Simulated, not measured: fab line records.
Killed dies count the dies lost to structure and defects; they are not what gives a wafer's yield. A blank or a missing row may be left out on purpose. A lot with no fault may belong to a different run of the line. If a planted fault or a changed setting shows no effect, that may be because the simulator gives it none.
Comparing a struck lot with a sound one	flow gf180mcu	20 steps out of a route of 602
Sound: wafers L492.4, L492.5, L492.6. Struck: wafers L498.1, L498.2, L498.4. The cause is named last.
Per side, at each step with rows, come the tool, then ch with its chambers, and then its first start. Under that, the readings that differ: sound wafers	struck wafers	difference of the means	sigmas: that difference in standard deviations of wafers without a fault.
alike: a reading whose means differ by less than 2 such deviations, as well as words and numbers matching on both sides. not compared: withheld readings; readings where some wafer has no value; bounds like >300 that might hide an equal value; numbers whose values overlap and for which the record gives no deviation.
Wherever a step has rows on one side only, a row that says differs or no value, or a row with sigmas, the two part there. Numbers that don't overlap but have no deviation are shown without sigmas and don't part them. A reading missing from all wafers of one side parts the sides only when that side holds two or more wafers.

first, 1 step without rows for these wafers: GF_V2_CVD_00 (deposits SiO2, target thk 600 nm, time 100 s).
GF_V2_THK_MEAS_01:
  sound on film-metro-01, day 21 22:04; struck on film-metro-01, day 24 08:20
  alike: V2_CVD_00_THK
GF_V2_CVD_02: deposits SiO2 from TEOS, target thk 850 nm, time 94.851 s.
  sound on pecvd-03 ch 0,1,2, day 21 22:07; struck on pecvd-04 ch 0,1, day 24 08:23
  alike: heater-power-w
GF_V2_THK_MEAS_03:
  sound on film-metro-04, day 21 22:11; struck on film-metro-02, day 24 08:28
  alike: V2_CVD_02_THK
GF_V2_CMP_04: polishes SiO2.
  sound on cmp-01 ch 0,3, day 21 22:13; struck on cmp-02 ch 0,1,3, day 24 08:31
reading	sound	struck	difference	sigmas
time-to-endpoint-s (s)	84 90 90	71 67 77	-16	-2
  alike: motor-current-A
GF_V2_BOW_MEAS_05:
  sound on film-metro-01, day 21 22:35; struck on film-metro-01, day 24 08:49
  alike: V2_BOW
then, 6 steps without rows for these wafers: GF_V2_DEHYDRATE_06 (time 60 s); GF_V2_HMDS_07 (prime time 60 s); GF_V2_COAT_08; GF_V2_COAT_09 (resist thk 1000 nm); GF_V2_SOFTBAKE_10 (time 60 s); GF_V2_EXPOSE_11 (exposes mask Via2, target cd 260 nm).
GF_V2_PEB_12: peb time 90 s.
  sound on litho-track-01 ch 0, day 22 21:18; struck on litho-track-01 ch 0, day 25 06:27
reading	sound	struck	difference	sigmas
heater-power-total-W (W)	85.65 85.72 85.82	90.10 90.28 89.96	+4.38	+50
then, 1 step without rows for these wafers: GF_V2_DEVELOP_13 (develop time 60 s).
GF_V2_CD_MEAS_14 targets a cd of 260 nm.
  sound on cd-sem-01, day 22 21:37; struck on cd-sem-02, day 25 06:48
  alike: cd-nm
GF_V2_OVL_MEAS_15:
  sound on overlay-01, day 22 21:41; struck on overlay-02, day 25 06:55
  alike: V2_OVL
GF_V2_ETCH_16: etches BARC in N2/H2.
  sound on rie-diel-02 ch 0,1,3, day 22 21:43; struck on rie-diel-04 ch 0,1, day 25 06:58
reading	sound	struck	difference	sigmas
model.V2.cd-nm (nm)	258.8 258.7 257.6	257.2 256.4 255.6	-2.0	
  alike: drypump-motor-current-A, oes-product-au, throttle-valve-pct
GF_V2_ETCH_17: etches SiO2 in C4F8/O2/Ar, stops on TiN, target depth 630 nm.
  sound on rie-diel-02 ch 0,1,3; struck on rie-diel-04 ch 0,1
  alike: oes-product-au
  not compared: model.V2.cd-nm
GF_V2_STRIP_18: strips in O2/N2.
  sound on plasma-asher-03 ch 0,1, day 22 21:52; struck on plasma-asher-03 ch 0,1, day 25 07:05
reading	sound	struck	difference	sigmas
oes-product-au (a.u.)	0.594 0.593 0.596	0.589 0.583 0.579	-0.011	-2
  alike: drypump-motor-current-A, heater-power-w, o2-flow-sccm
  not compared: rf-hours-counter-h
then, 1 step without rows for these wafers: GF_PASSIVATION_PROBE_99.

WHERE THEY PART
Last at GF_V2_STRIP_18 as far as this record goes, first at GF_V2_CMP_04.

WHY: what had been put in by the simulator
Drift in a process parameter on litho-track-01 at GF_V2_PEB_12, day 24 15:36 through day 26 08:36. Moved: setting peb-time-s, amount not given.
